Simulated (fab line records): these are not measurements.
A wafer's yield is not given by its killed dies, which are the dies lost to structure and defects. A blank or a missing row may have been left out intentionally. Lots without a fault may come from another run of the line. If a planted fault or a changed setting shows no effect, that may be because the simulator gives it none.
Split-lot experiment	flow gf180mcu	on a route of 602 steps: 5 lots, 23 wafers read

== ON THE SPLIT ==
At GF_PSD_IMPLANT_09, the setting energy-kev was moved away from the recipe's 40 on 4 of the 23 wafers read, by -7.4% to +7.3%. For the rest of the wafers, this setting stayed at what the recipe calls for.

== SPLIT TO READING: what lies between them in the file, 1 step ==
- GF_PSD_STRIP_10: strips in O2/N2

== THE READING ==
PSD_TW, at GF_PSD_TW_MEAS_11. Fault-free wafers of this fab line usually give 3198, standard deviation 16.

wafer	tool, chamber at the split	energy-kev as run	against the recipe	PSD_TW	against lot-mates on the recipe
L076.2	implanter-02, 0	40	recipe	3194	-
L076.3	implanter-02, 0	40	recipe	3198	-
L076.4	implanter-02, 0	40	recipe	3186	-
L076.5	implanter-02, 0	40	recipe	3183	-
L076.6	implanter-02, 0	40	recipe	3192	-
L079.2	implanter-04, 0	40	recipe	3175	-
L079.3	implanter-04, 0	40	recipe	3186	-
L079.6	implanter-04, 0	40	recipe	3185	-
L082.2	implanter-03, 0	40	recipe	3199	-
L082.3	implanter-03, 0	40	recipe	3201	-
L082.4	implanter-03, 0	40	recipe	3209	-
L082.5	implanter-03, 0	40	recipe	3215	-
L082.6	implanter-03, 0	40	recipe	3200	-
L083.1	implanter-02, 0	40	recipe	3217	-
L083.3	implanter-02, 0	37.04	-7.4%	3164	-53
L083.4	implanter-02, 0	40	recipe	3217	-
L083.5	implanter-02, 0	40	recipe	3217	-
L083.6	implanter-02, 0	37.04	-7.4%	3145	-72
L084.1	implanter-04, 0	40	recipe	3196	-
L084.3	implanter-04, 0	42.94	+7.3%	3261	+64
L084.4	implanter-04, 0	42.94	+7.3%	3260	+63
L084.5	implanter-04, 0	40	recipe	3196	-
L084.6	implanter-04, 0	40	recipe	3199	-

FIT RESULTS
A straight line over all 23 wafers: PSD_TW changes by +7.18 for each +1% of energy-kev; r = +0.88; the points scatter about the line by 12.
The same after taking each lot's own level away (the mean of its wafers on the recipe; 23 wafers): +8.54 for each +1%; r = +0.98; scatter 5.4.
That fit puts the effect of the largest move of energy-kev on the reading at 63.
From 3182.0 to 3217.0: that is the span of the lots' own levels, equal to 2.2 times the standard deviation above.
In other words, the slope is changed by the lot-to-lot level; the two fits disagree.
Check: -67.3 against its lot-mates is what the line predicts for one of the wafers moved furthest among these (-7.4%) when that wafer is left out of the fit. Against them it came out at -53.

== FURTHER SPLITS ON THESE WAFERS ==
Other splits were also applied to these wafers ahead of the reading. Each is held against what the fit with the lots' levels taken away leaves over:
other split on the same wafers	wafers away from the commonest value	r with PSD_TW (lot level and that fit taken away)
GF_PSD_EXPOSE_04 dose-mj	8	-0.01

== THE WHOLE CHAIN: every reading that the file lists as answering this split, in the file's order ==
step	what it does	reading	change (the file's fit)	r (the file's)
GF_PSD_IMPLANT_09		implant.rp-nm (the simulator's own value, which no gauge read)	+0.255 nm for each +1% of the setting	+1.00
GF_PSD_IMPLANT_09		implant.drp-nm (the simulator's own value, which no gauge read)	+0.111 nm for each +1% of the setting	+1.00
GF_PSD_STRIP_10	strips in O2/N2	strip-time-to-endpoint-s	withheld for each +1% of the setting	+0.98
GF_PSD_TW_MEAS_11		PSD_TW	+8.55 for each +1% of the setting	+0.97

== FILE'S OWN FIT ==
PSD_TW changes by +8.55 for each +1% of energy-kev, r = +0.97.
